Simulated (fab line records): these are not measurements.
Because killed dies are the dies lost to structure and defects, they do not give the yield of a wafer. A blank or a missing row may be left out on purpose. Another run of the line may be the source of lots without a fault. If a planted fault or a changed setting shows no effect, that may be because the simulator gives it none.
Which of the tools did it?	flow gf180mcu	14 lots with 39 wafers sampled at 6 steps, on a route of 602 steps

== WHAT THE GAUGES READ, wafer by wafer ==
GF_PSD_RS_MEAS_14: a four-point-probe measurement.
lot	measured	on	NSD_RS (ohm/sq)
L760	day 14 03:51	film-metro-02	46.17 46.13 46.26
L761	day 14 14:18	film-metro-02	46.21 46.25 46.29
L762	day 14 22:23	film-metro-01	46.20 46.00 46.13
L763	day 15 03:53	film-metro-01	46.09 46.11 46.20
L766	day 16 14:14	film-metro-01	46.00 46.04 46.07
L768	day 17 13:30	film-metro-04	46.17 46.05 45.98
L767	day 17 13:38	film-metro-01	46.20 46.07 46.17
L769	day 18 11:15	film-metro-04	46.14 46.13 46.12
L770	day 18 11:51	film-metro-04	46.19 46.05 46.08
L771	day 18 18:50	film-metro-01	46.08 46.11 46.12
L772	day 19 11:53	film-metro-04	46.04 45.97
L774	day 19 19:20	film-metro-02	46.20 47.58
L776	day 20 10:13	film-metro-02	46.32 47.65
L782	day 22 07:08	film-metro-01	46.14 46.05 46.18

GF_PSD_RS_MEAS_15: a four-point-probe measurement.
lot	measured	on	PSD_RS (ohm/sq)
L760	day 14 03:58	film-metro-02	108.57 108.78 108.48
L761	day 14 14:25	film-metro-02	108.68 108.99 109.07
L762	day 14 22:30	film-metro-01	108.68 107.92 108.92
L763	day 15 04:01	film-metro-01	108.65 108.35 108.77
L766	day 16 14:21	film-metro-01	108.11 108.54 108.12
L768	day 17 13:37	film-metro-04	108.55 108.46 108.46
L767	day 17 13:45	film-metro-01	108.80 108.62 108.88
L769	day 18 11:22	film-metro-04	108.69 108.94 108.60
L770	day 18 11:58	film-metro-04	108.67 108.48 108.54
L771	day 18 18:58	film-metro-01	108.75 108.71 108.60
L772	day 19 12:00	film-metro-04	108.00 108.09
L774	day 19 19:28	film-metro-02	108.70 112.83
L776	day 20 10:20	film-metro-02	109.29 112.84
L782	day 22 07:15	film-metro-01	108.76 108.76 108.60

GF_CONTACT_THK_MEAS_01.
lot	measured	on	CONTACT_CVD_00_THK (nm)
L760	day 15 01:57	film-metro-03	301.5 303.1 300.3
L761	day 15 12:36	film-metro-04	301.8 297.2 304.0
L762	day 15 21:35	film-metro-04	301.8 301.9 295.1
L763	day 16 02:34	film-metro-02	300.4 298.7 299.8
L766	day 17 14:35	film-metro-04	298.9 296.4 298.1
L768	day 18 14:24	film-metro-04	299.6 297.8 297.3
L767	day 18 14:59	film-metro-04	296.5 293.4 292.8
L769	day 19 12:33	film-metro-02	290.4 297.4 297.8
L770	day 19 12:51	film-metro-02	298.7 301.4 299.7
L771	day 19 20:43	film-metro-02	299.6 299.9 296.7
L772	day 20 13:47	film-metro-04	298.3 298.8
L774	day 20 21:04	film-metro-04	295.4 298.9
L776	day 21 11:04	film-metro-04	299.2 299.7
L782	day 23 06:37	film-metro-03	298.7 302.7 296.1

GF_V1_THK_MEAS_01.
lot	measured	on	V1_CVD_00_THK (nm)
L760	day 17 01:49	film-metro-03	591 583 589
L761	day 17 12:07	film-metro-01	605 599 601
L762	day 17 22:50	film-metro-03	584 596 588
L763	day 18 03:14	film-metro-03	601 596 597
L766	day 19 17:25	film-metro-03	591 594 592
L768	day 20 18:40	film-metro-01	588 597 584
L767	day 20 19:01	film-metro-03	582 589 590
L769	day 21 15:55	film-metro-01	597 595 597
L770	day 21 16:04	film-metro-03	603 607 605
L771	day 21 23:49	film-metro-04	599 589 592
L772	day 22 16:23	film-metro-04	593 596
L774	day 22 23:04	film-metro-03	585 592
L776	day 23 12:02	film-metro-01	598 598
L782	day 25 06:06	film-metro-01	590 601 600

== EACH LOT AND THE TOOL THAT RAN IT (in order: tool; ch and the chambers of the sampled wafers; start) ==
lot	GF_PSD_RTA_13	GF_SAB_CVD_00
L760	rtp-anneal-01 ch 0, day 14 03:46	pecvd-01 ch 0,1,2, day 14 04:04
L761	rtp-anneal-01 ch 0, day 14 14:13	pecvd-04 ch 1,2, day 14 14:31
L762	rtp-anneal-01 ch 0, day 14 22:17	pecvd-01 ch 1,2, day 14 22:35
L763	rtp-anneal-01 ch 0, day 15 03:49	pecvd-03 ch 0,2, day 15 04:08
L766	rtp-anneal-01 ch 0, day 16 14:08	pecvd-04 ch 0,2, day 16 14:26
L768	rtp-anneal-02 ch 0, day 17 13:25	pecvd-01 ch 0,2, day 17 13:44
L767	rtp-anneal-01 ch 0, day 17 13:33	pecvd-04 ch 0,1,2, day 17 13:52
L769	rtp-anneal-01 ch 0, day 18 11:10	pecvd-03 ch 1,2, day 18 11:28
L770	rtp-anneal-02 ch 0, day 18 11:45	pecvd-01 ch 0,1,2, day 18 12:02
L771	rtp-anneal-01 ch 0, day 18 18:41	pecvd-01 ch 0,1,2, day 18 19:02
L772	rtp-anneal-01 ch 0, day 19 11:43	pecvd-01 ch 0,2, day 19 12:06
L774	rtp-anneal-01 ch 0, day 19 19:16	pecvd-01 ch 0,2, day 19 19:35
L776	rtp-anneal-01 ch 0, day 20 10:06	pecvd-04 ch 0,2, day 20 10:23
L782	rtp-anneal-02 ch 0, day 22 07:02	pecvd-03 ch 0,2, day 22 07:20
- GF_PSD_RTA_13: time 20 s.
- GF_SAB_CVD_00: deposits SiO2 from TEOS, target thk 50 nm, time 4.9302 s.

== WHAT THE TOOLS THEMSELVES READ (means of the sampled wafers that have a number; where no wafer has one, the mark that the record gives instead) ==
GF_PSD_RTA_13.
lot	tool	lamp-power-pct (%)	run-length-s (s)	wafer_temp_C_max
L760	rtp-anneal-01	36.0	48.6	1029.1
L761	rtp-anneal-01	36.0	48.7	1027.4
L762	rtp-anneal-01	36.0	48.9	1027.9
L763	rtp-anneal-01	36.0	48.6	1028.2
L766	rtp-anneal-01	36.0	48.7	1027.9
L768	rtp-anneal-02	32.1	48.3	1027.8
L767	rtp-anneal-01	36.0	48.6	1028.2
L769	rtp-anneal-01	35.9	48.7	1028.4
L770	rtp-anneal-02	32.0	48.5	1027.7
L771	rtp-anneal-01	36.0	50.8	1028.0
L772	rtp-anneal-01	36.0	50.9	1027.8
L774	rtp-anneal-01	35.9	46.0	1028.8
L776	rtp-anneal-01	36.0	46.0	1028.3
L782	rtp-anneal-02	32.0	48.3	1028.2

GF_SAB_CVD_00.
lot	tool	heater-power-outer-w (W)	heater-power-w (W)
L760	pecvd-01	367	609
L761	pecvd-04	407	687
L762	pecvd-01	375	595
L763	pecvd-03	397	702
L766	pecvd-04	454	730
L768	pecvd-01	357	591
L767	pecvd-04	411	667
L769	pecvd-03	373	636
L770	pecvd-01	382	634
L771	pecvd-01	366	594
L772	pecvd-01	426	696
L774	pecvd-01	381	646
L776	pecvd-04	364	633
L782	pecvd-03	355	639

== THE ANSWER, worked out from the rows above alone ==
Rule: usual is defined by the lots themselves. The widest of any qualifying gaps counts: lots, ordered by their means at a reading, are off when they make up no more than a third of the lots, leave a main group of 4 or more, and stand apart from it by 3 or more times the standard deviation of that group's means. The tables above print the reading to a certain number of digits; a main group whose means all agree to those digits is not used. A lot without any number at a reading at which 4 lots or more have one is off too. Any other lot the step has rows for is counted as sound. Order of review: gauges by route order, followed by the tools' own readings, for which a lot's mean as printed above is used. The first step at which some lot is off is used, and at that step the reading that is off furthest; a lot without a number counts as furthest.
Off: L774, L776, seen at GF_PSD_RS_MEAS_14 (NSD_RS). The main group: mean 46.12 ohm/sq, standard deviation 0.062.
If a tool, at a process step before that reading, ran all the lots that are off and no sound lot after the first of them, it fits. Those tools and the gauges at GF_PSD_RS_MEAS_14 are tried in the same way. This does not decide it: 2 tools fit, namely rtp-anneal-01 at GF_PSD_RTA_13 and film-metro-02 at GF_PSD_RS_MEAS_14.

== WHAT THE SIMULATOR HAD INSERTED ==
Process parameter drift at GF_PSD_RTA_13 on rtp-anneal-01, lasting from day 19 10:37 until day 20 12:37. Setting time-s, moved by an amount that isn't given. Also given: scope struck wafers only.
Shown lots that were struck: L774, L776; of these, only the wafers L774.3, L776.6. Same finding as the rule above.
